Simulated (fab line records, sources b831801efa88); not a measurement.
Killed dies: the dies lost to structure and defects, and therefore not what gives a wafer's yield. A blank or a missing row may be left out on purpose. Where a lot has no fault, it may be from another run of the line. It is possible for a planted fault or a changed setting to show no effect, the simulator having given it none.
fab line records ; flow sky130
record lots=6; wafers=18; last-day=49
route steps=708 shown SD_P@322 RES_XHIGH@332 PAD_OPEN@708
lots that met no fault: taken from a fault-free run of the same line
start-h: hours from the record's opening day to when the first of the lot's shown wafers began ; wait-h: time in hours since the lot's previous step ; " as in the row above ; L1.1+2: one row covering several wafers at once ; - either no value or no given start ; * or withheld: withheld ; < > ~ a bound
route shown NAME@n: names a module that has steps shown in the file, with the first one's number in the route ; usual: the fault-free wafers' mean and standard deviation ; same: alike in all rows ; chamber/n: place in a boat ; sites: per-site readings ; _std_site: the standard deviation of these ; _edge_site: outer sites' mean less inner sites' ; radius-mm: for every site, how far away it sits from the centre of the wafer ; mask NAME#n: copy n ; behind: the tool/chamber that last shaped the wafer ; hold: reason for holding the lot/hours on hold/outcome of the hold ; device: names the non-switching transistor (n, p or np) ; end of line: the same wafers' tests at the end of the route ; a step with no rows: only its recipe ; killed: the dies lost at the first sort to structure and to defects; this is not the yield of the wafer ; map: shows each die of a wafer: x if killed, . if not, _ if none is there
set.NAME: the setting as run; set.NAME@STEP: as run at that earlier step ; model.NAME: the simulator's own value behind a step, which no gauge read
lots at some steps of the route; a table a step, a row a wafer
services: the hour from which a tool's chamber was out of use, counted from the record's first day as start-h (under 0 if before that day), plus the number of hours and why
## steps
# step SKY_SD_P_COAT_02
# recipe resist=NOVOLAK; spin-rpm=3000; resist-thk-nm=1140
# step SKY_SD_P_SOFTBAKE_03
# recipe temp-c=90; time-s=60; resist=NOVOLAK
# step SKY_SD_P_EXPOSE_04
# recipe mask-id=PSDM; na=0.6; source-shape=conventional; sigma-outer=0.6; polarization=unpolarized; target-cd-nm=380; dose-mj=138
# step SKY_SD_P_PEB_05
# recipe temp-c=withheld; time-s=*; resist=NOVOLAK
# step SKY_SD_P_DEVELOP_06
# recipe resist=NOVOLAK; developer=TMAH; develop-time-s=60; dev-temp-c=23
# step SKY_SD_P_CD_MEAS_07
# recipe target-cd-nm=380
# usual cd-nm=380.3/1.9
lot.wafer;tool;chamber;start-h;wait-h;cd-nm
L360.2;cd-sem-02;-;600.50;0.1;380.6
L360.3;cd-sem-02;-;600.50;0.1;380.2
L360.5;cd-sem-02;-;600.50;0.1;381.5
L362.2;cd-sem-01;-;619.13;0.1;379.6
L362.3;cd-sem-01;-;619.13;0.1;381.0
L362.6;cd-sem-01;-;619.13;0.1;379.5
L366.3;cd-sem-01;-;654.39;0.1;382.7
L366.4;cd-sem-01;-;654.39;0.1;384.4
L366.6;cd-sem-01;-;654.39;0.1;380.1
L368.1;cd-sem-02;-;671.21;0.1;379.4
L368.2;cd-sem-02;-;671.21;0.1;381.1
L368.3;cd-sem-02;-;671.21;0.1;381.0
L371.2;cd-sem-01;-;696.10;0.1;381.1
L371.3;cd-sem-01;-;696.10;0.1;380.5
L371.5;cd-sem-01;-;696.10;0.1;381.3
L378.2;cd-sem-02;-;747.08;0.1;380.9
L378.4;cd-sem-02;-;747.08;0.1;379.7
L378.6;cd-sem-02;-;747.08;0.1;381.5
# step SKY_SD_P_OVL_MEAS_08
# usual SD_P_OVL=0.1/1.4
lot.wafer;tool;chamber;start-h;wait-h;SD_P_OVL[nm]
L360.2;overlay-01;-;600.61;0.1;0.3
L360.3;overlay-01;-;600.61;0.1;0.5
L360.5;overlay-01;-;600.61;0.1;-1.1
L362.2;overlay-02;-;619.23;0.1;0.2
L362.3;overlay-02;-;619.23;0.1;-0.6
L362.6;overlay-02;-;619.23;0.1;0.2
L366.3;overlay-02;-;654.48;0.1;1.7
L366.4;overlay-02;-;654.48;0.1;0.6
L366.6;overlay-02;-;654.48;0.1;1.7
L368.1;overlay-02;-;671.33;0.1;0.0
L368.2;overlay-02;-;671.33;0.1;0.0
L368.3;overlay-02;-;671.33;0.1;-1.2
L371.2;overlay-02;-;696.21;0.1;3.2
L371.3;overlay-02;-;696.21;0.1;2.8
L371.5;overlay-02;-;696.21;0.1;2.3
L378.2;overlay-02;-;747.18;0.1;0.3
L378.4;overlay-02;-;747.18;0.1;0.9
L378.6;overlay-02;-;747.18;0.1;-0.8
# step SKY_SD_P_IMPLANT_09
# recipe species=BF2; energy-kev=20; dose-cm2=3e+15; tilt-deg=0
# step SKY_SD_P_STRIP_10
# recipe chemistry=O2/N2; power-w=1400; pressure-mtorr=1500; platen-temp-c=withheld; o2-flow-sccm=3000; n2-flow-sccm=300; overash-fraction=0.5
# usual drypump-motor-current-A=5.7/0.4; o2-flow-sccm=3000/9.1; oes-product-au=0.618/0.0046; strip-time-to-endpoint-s=17.49/0.04
# same overash-fraction=0.5
lot.wafer;tool;chamber;start-h;wait-h;drypump-motor-current-A;o2-flow-sccm;oes-product-au;rf-hours-counter-h;strip-time-to-endpoint-s
L360.2;plasma-asher-02;1;600.79;0.1;5.4;3015;0.623;45;17.44
L360.3;plasma-asher-02;0;600.79;0.1;5.6;2995;0.612;-;17.51
L360.5;plasma-asher-02;0;600.79;0.1;5.6;3008;0.621;-;17.47
L362.2;plasma-asher-02;0;619.41;0.1;5.6;3015;0.620;47;17.54
L362.3;plasma-asher-02;0;619.41;0.1;5.6;3008;0.620;-;17.55
L362.6;plasma-asher-02;0;619.41;0.1;5.6;3012;0.609;-;17.53
L366.3;plasma-asher-01;0;654.69;0.1;6.4;3009;0.626;-;17.50
L366.4;plasma-asher-01;1;654.69;0.1;5.6;2998;0.620;-;17.53
L366.6;plasma-asher-01;0;654.69;0.1;6.3;2996;0.623;-;17.53
L368.1;plasma-asher-01;0;671.51;0.1;6.4;3003;0.622;83;17.47
L368.2;plasma-asher-01;1;671.51;0.1;5.6;3004;0.623;83;17.52
L368.3;plasma-asher-01;1;671.51;0.1;5.6;3007;0.626;-;17.50
L371.2;plasma-asher-03;1;696.39;0.1;6.0;2997;0.614;102;17.52
L371.3;plasma-asher-03;1;696.39;0.1;6.0;2994;0.622;-;17.53
L371.5;plasma-asher-03;1;696.39;0.1;6.0;3006;0.617;-;17.54
L378.2;plasma-asher-01;0;747.36;0.1;6.4;3006;0.614;92;17.48
L378.4;plasma-asher-01;0;747.36;0.1;6.4;3009;0.618;-;17.50
L378.6;plasma-asher-01;0;747.36;0.1;6.4;3003;0.622;-;17.50
# step SKY_SD_P_TW_MEAS_11
# usual SD_P_TW=2811/18
lot.wafer;tool;chamber;start-h;wait-h;SD_P_TW
L360.2;film-metro-04;-;600.90;0.1;2792
L360.3;film-metro-04;-;600.90;0.1;2792
L360.5;film-metro-04;-;600.90;0.1;2810
L362.2;film-metro-04;-;619.52;0.1;2779
L362.3;film-metro-04;-;619.52;0.1;2771
L362.6;film-metro-04;-;619.52;0.1;2795
L366.3;film-metro-04;-;654.78;0.1;2795
L366.4;film-metro-04;-;654.78;0.1;2779
L366.6;film-metro-04;-;654.78;0.1;2793
L368.1;film-metro-01;-;671.61;0.1;2819
L368.2;film-metro-01;-;671.61;0.1;2816
L368.3;film-metro-01;-;671.61;0.1;2816
L371.2;film-metro-03;-;696.50;0.1;2844
L371.3;film-metro-03;-;696.50;0.1;2833
L371.5;film-metro-03;-;696.50;0.1;2818
L378.2;film-metro-01;-;747.47;0.1;2803
L378.4;film-metro-01;-;747.47;0.1;2800
L378.6;film-metro-01;-;747.47;0.1;2805
# step SKY_RES_XHIGH_DEHYDRATE_00
# recipe temp-c=200; time-s=60
# step SKY_RES_XHIGH_HMDS_01
# recipe prime-time-s=60; prime-temp-c=120
# step SKY_RES_XHIGH_COAT_02
# recipe resist=NOVOLAK; spin-rpm=3000; resist-thk-nm=1140
# usual spin-speed-rpm=2999.7/1.6
lot.wafer;tool;chamber;start-h;wait-h;spin-speed-rpm;model.NOVOLAK_of_RES_XHIGH_COAT_02.thk-nm
L360.2;litho-track-01;0;614.53;0.1;3000.2;1144
L360.3;litho-track-01;0;614.53;0.1;2999.5;1142
L360.5;litho-track-01;0;614.53;0.1;3000.8;1142
L362.2;litho-track-01;0;634.88;0.1;2997.8;1141
L362.3;litho-track-01;0;634.88;0.1;2999.0;1138
L362.6;litho-track-01;0;634.88;0.1;2998.1;1141
L366.3;litho-track-01;0;669.66;0.1;2514.2;1243
L366.4;litho-track-01;0;669.66;0.1;2513.7;1244
L366.6;litho-track-01;0;669.66;0.1;2517.4;1243
L368.1;litho-track-01;0;684.71;0.1;2514.1;1244
L368.2;litho-track-01;0;684.71;0.1;2513.1;1240
L368.3;litho-track-01;0;684.71;0.1;2515.7;1244
L371.2;litho-track-04;0;709.68;0.1;2998.4;1142
L371.3;litho-track-04;0;709.68;0.1;3000.2;1142
L371.5;litho-track-04;0;709.68;0.1;3003.2;1142
L378.2;litho-track-04;0;760.68;0.1;3002.5;1141
L378.4;litho-track-04;0;760.68;0.1;2997.2;1141
L378.6;litho-track-04;0;760.68;0.1;2996.7;1142
# step SKY_RES_XHIGH_SOFTBAKE_03
# recipe temp-c=90; time-s=60; resist=NOVOLAK
# step SKY_RES_XHIGH_EXPOSE_04
# recipe mask-id=URPM; na=0.6; source-shape=conventional; sigma-outer=0.6; polarization=unpolarized; target-cd-nm=1270; dose-mj=140
# step SKY_RES_XHIGH_PEB_05
# recipe temp-c=withheld; time-s=*; resist=NOVOLAK
# step SKY_RES_XHIGH_DEVELOP_06
# recipe resist=NOVOLAK; developer=TMAH; develop-time-s=60; dev-temp-c=23
lot.wafer;tool;chamber;start-h;wait-h;model.NOVOLAK_of_RES_XHIGH_COAT_02.thk-nm
L360.2;litho-track-04;0;629.53;0.1;1143
L360.3+5;litho-track-04;0;629.53;0.1;1142
L362.2;litho-track-04;0;648.68;0.1;1141
L362.3;litho-track-04;0;648.68;0.1;1138
L362.6;litho-track-04;0;648.68;0.1;1140
L366.3;litho-track-01;0;683.36;0.1;1242
L366.4+6;litho-track-01;0;683.36;0.1;1243
L368.1;litho-track-04;0;699.36;0.1;1243
L368.2;litho-track-04;0;699.36;0.1;1240
L368.3;litho-track-04;0;699.36;0.1;1244
L371.2+3;litho-track-04;0;724.43;0.1;1142
L371.5;litho-track-04;0;724.43;0.1;1141
L378.2+4;litho-track-01;0;774.13;0.1;1141
L378.6;litho-track-01;0;774.13;0.1;1142
# step SKY_RES_XHIGH_IMPLANT_07
# recipe species=BF2; energy-kev=20; dose-cm2=3.6e+14; tilt-deg=0
# step SKY_RES_XHIGH_STRIP_08
# recipe chemistry=O2/N2; power-w=1400; pressure-mtorr=1500; platen-temp-c=withheld; o2-flow-sccm=3000; n2-flow-sccm=300; overash-fraction=0.5
# usual drypump-motor-current-A=5.8/0.36; o2-flow-sccm=3001/7.7; oes-product-au=0.711/0.0046; strip-time-to-endpoint-s=14.28/0.037
# same overash-fraction=0.5
lot.wafer;tool;chamber;start-h;wait-h;drypump-motor-current-A;o2-flow-sccm;oes-product-au;rf-hours-counter-h;strip-time-to-endpoint-s
L360.2;plasma-asher-04;0;629.81;0.1;5.6;2989;0.710;20;14.31
L360.3;plasma-asher-04;1;629.81;0.1;5.9;2997;0.712;-;14.29
L360.5;plasma-asher-04;1;629.81;0.1;6.0;2998;0.709;-;14.30
L362.2;plasma-asher-04;1;648.96;0.1;5.9;3003;0.715;22;14.29
L362.3;plasma-asher-04;1;648.96;0.1;5.9;2997;0.700;-;14.24
L362.6;plasma-asher-04;1;648.96;0.1;5.9;3007;0.710;-;14.29
L366.3;plasma-asher-03;0;683.64;0.1;5.1;3006;0.705;-;15.41
L366.4;plasma-asher-03;1;683.64;0.1;6.0;2997;0.712;-;15.44
L366.6;plasma-asher-03;1;683.64;0.1;6.0;3004;0.710;-;15.45
L368.1;plasma-asher-03;1;699.66;0.1;6.0;3003;0.707;102;15.45
L368.2;plasma-asher-03;0;699.66;0.1;5.2;2984;0.710;102;15.40
L368.3;plasma-asher-03;1;699.66;0.1;6.0;3011;0.712;-;15.45
L371.2;plasma-asher-01;0;724.71;0.1;6.4;3005;0.713;89;14.30
L371.3;plasma-asher-01;0;724.71;0.1;6.4;2997;0.713;-;14.28
L371.5;plasma-asher-01;1;724.71;0.1;5.5;3007;0.703;-;14.28
L378.2;plasma-asher-04;0;774.41;0.1;5.6;3011;0.713;34;14.28
L378.4;plasma-asher-04;1;774.41;0.1;5.9;3008;0.709;-;14.30
L378.6;plasma-asher-04;1;774.41;0.1;5.9;3000;0.713;-;14.31
# step SKY_RES_XHIGH_TW_MEAS_09
# usual RES_XHIGH_TW=1628/12
lot.wafer;tool;chamber;start-h;wait-h;RES_XHIGH_TW
L360.2;film-metro-03;-;629.92;0.1;1631
L360.3;film-metro-03;-;629.92;0.1;1624
L360.5;film-metro-03;-;629.92;0.1;1629
L362.2;film-metro-04;-;649.07;0.1;1623
L362.3;film-metro-04;-;649.07;0.1;1614
L362.6;film-metro-04;-;649.07;0.1;1609
L366.3;film-metro-01;-;683.73;0.1;1622
L366.4;film-metro-01;-;683.73;0.1;1636
L366.6;film-metro-01;-;683.73;0.1;1631
L368.1;film-metro-04;-;699.76;0.1;1610
L368.2;film-metro-04;-;699.76;0.1;1620
L368.3;film-metro-04;-;699.76;0.1;1613
L371.2;film-metro-03;-;724.82;0.1;1650
L371.3;film-metro-03;-;724.82;0.1;1657
L371.5;film-metro-03;-;724.82;0.1;1647
L378.2;film-metro-03;-;774.52;0.1;1652
L378.4;film-metro-03;-;774.52;0.1;1652
L378.6;film-metro-03;-;774.52;0.1;1646
# step SKY_PAD_OPEN_PROBE_99
# usual killed_at_M0_to_M3=43/7.9; killed_at_M4_up=2.9/1.8; killed-at-contacts=24/5.5; killed-at-front-end=15/4.2; killed-at-other=0.2/0.46; killed-dies=86/11; killed-open=47/8.1; killed-short=39/6.4
# same gross-dies=492; killed-at-back-side=0
lot.wafer;tool;chamber;start-h;wait-h;killed_at_M0_to_M3;killed_at_M4_up;killed-at-contacts;killed-at-front-end;killed-at-other;killed-dies;killed-open;killed-short
L366.3;prober-01;-;1123.11;0.2;42;2;20;11;0;75;42;33
L366.4;prober-01;-;1123.16;0.2;41;5;44;22;0;112;62;50
L366.6;prober-01;-;1123.26;0.2;53;2;36;17;2;110;59;51
L368.1;prober-02;-;1135.41;0.1;50;1;22;13;0;86;52;34
L368.2;prober-02;-;1135.46;0.1;50;6;27;10;0;93;49;44
L368.3;prober-02;-;1135.51;0.2;35;2;32;11;0;80;55;25
L371.2;prober-01;-;1157.57;0.1;56;3;22;15;0;96;58;38
L371.3;prober-01;-;1157.62;0.2;42;6;16;11;0;75;40;35
L371.5;prober-01;-;1157.72;0.2;37;2;15;15;0;69;40;29
# killed by level:class
L366.3 VIA1:geometric-particle:open=11 CONTACT:geometric-particle:open=10 METAL2:geometric-particle:short=6 VIA2:geometric-particle:open=6 POLY_GATE:geometric-particle:short=5 LI_CONTACT:geometric-particle:open=5 VIA3:geometric-particle:open=4 METAL3:geometric-particle:short=4
L366.4 CONTACT:geometric-particle:open=18 VIA1:geometric-particle:open=12 METAL1:geometric-particle:short=9 FIELD_ISO:geometric-particle:open=7 LOCAL_INTERCONNECT:geometric-particle:short=7 FIELD_ISO:geometric-particle:short=6 LI_CONTACT:geometric-particle:open=6 CONTACT:geometric-particle:short=6
L366.6 VIA1:geometric-particle:open=12 CONTACT:geometric-particle:open=11 CONTACT:geometric-particle:short=11 VIA2:geometric-particle:open=8 LI_CONTACT:geometric-particle:open=7 POLY_GATE:geometric-particle:open=6 METAL2:geometric-particle:short=6 POLY_GATE:geometric-particle:short=5
L368.1 VIA1:geometric-particle:open=13 CONTACT:geometric-particle:open=8 VIA3:geometric-particle:open=8 METAL2:geometric-particle:short=6 VIA2:geometric-particle:open=6 FIELD_ISO:geometric-particle:open=5 LI_CONTACT:geometric-particle:open=5 LI_CONTACT:geometric-particle:short=4
L368.2 CONTACT:geometric-particle:open=12 METAL2:geometric-particle:short=10 VIA2:geometric-particle:open=8 VIA1:geometric-particle:open=8 LI_CONTACT:geometric-particle:open=6 METAL1:geometric-particle:short=6 METAL3:geometric-particle:short=6 VIA3:geometric-particle:open=6
L368.3 CONTACT:geometric-particle:open=13 VIA1:geometric-particle:open=8 LI_CONTACT:geometric-particle:open=8 VIA3:geometric-particle:open=8 CONTACT:geometric-particle:short=6 METAL2:geometric-particle:short=6 VIA2:geometric-particle:open=6 FIELD_ISO:geometric-particle:open=4
L371.2 VIA1:geometric-particle:open=15 VIA2:geometric-particle:open=12 LI_CONTACT:geometric-particle:open=7 VIA3:geometric-particle:open=7 CONTACT:geometric-particle:open=6 METAL2:geometric-particle:short=6 POLY_GATE:geometric-particle:open=4 CONTACT:geometric-particle:short=4
L371.3 VIA1:geometric-particle:open=12 METAL2:geometric-particle:short=9 LI_CONTACT:geometric-particle:open=8 VIA2:geometric-particle:open=7 CONTACT:geometric-particle:short=5 VIA2:geometric-particle:short=5 METAL4:geometric-particle:short=5 FIELD_ISO:geometric-particle:open=3
L371.5 LI_CONTACT:geometric-particle:open=9 VIA2:geometric-particle:open=7 METAL2:geometric-particle:short=7 VIA1:geometric-particle:short=6 VIA1:geometric-particle:open=6 POLY_GATE:geometric-particle:open=4 CONTACT:geometric-particle:open=4 VIA3:geometric-particle:short=3
## services
tool;chamber;start-h;hours;kind
plasma-asher-02;-;624.06;1.2;repair
plasma-asher-03;-;654.32;1.9;repair
plasma-asher-04;-;699.34;7.2;repair
plasma-asher-01;-;706.27;3.6;repair
plasma-asher-02;-;709.55;15.6;pm
plasma-asher-03;-;733.75;9.0;pm
plasma-asher-03;0;733.75;9.0;vent-cycle
plasma-asher-03;1;733.75;9.0;vent-cycle
plasma-asher-03;0;742.75;-;clean
plasma-asher-03;1;742.75;-;clean
## key
first-sign step=SKY_RES_XHIGH_COAT_02; reading=spin-speed-rpm; direction=down; sigmas=99+; usual=2999.7; struck=2514.7
effect step=SKY_RES_XHIGH_STRIP_08; reading=strip-time-to-endpoint-s; direction=up; sigmas=31; usual=*; struck=*
model-effect step=SKY_RES_XHIGH_COAT_02; value=NOVOLAK_of_RES_XHIGH_COAT_02.thk-nm; without=1138; struck=1243
model-effect step=SKY_RES_XHIGH_DEVELOP_06; value=NOVOLAK_of_RES_XHIGH_COAT_02.thk-nm; without=1138; struck=1243
met-at SKY_RES_XHIGH_COAT_02
struck-wafers L366.3,L366.4,L366.6,L368.1,L368.2,L368.3
tester-left-out L366,L368
onset-between 634.88 669.66
fault kind=process-parameter-drift; tool=litho-track-01; chamber=-; onset-h=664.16; steps=SKY_RES_XHIGH_COAT_02; channel=spin-rpm; offset=-483.93; shape=step; end-h=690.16; acts-in=these-recipes-only; stated=3000
# tester-left-out: of these lots the tester's yield and bins aren't shown, on N5 and GAA mostly nor the transistor test; their killed dies are dies lost to structure and defects alone, not to doping, threshold or leakage, so they don't give the yield
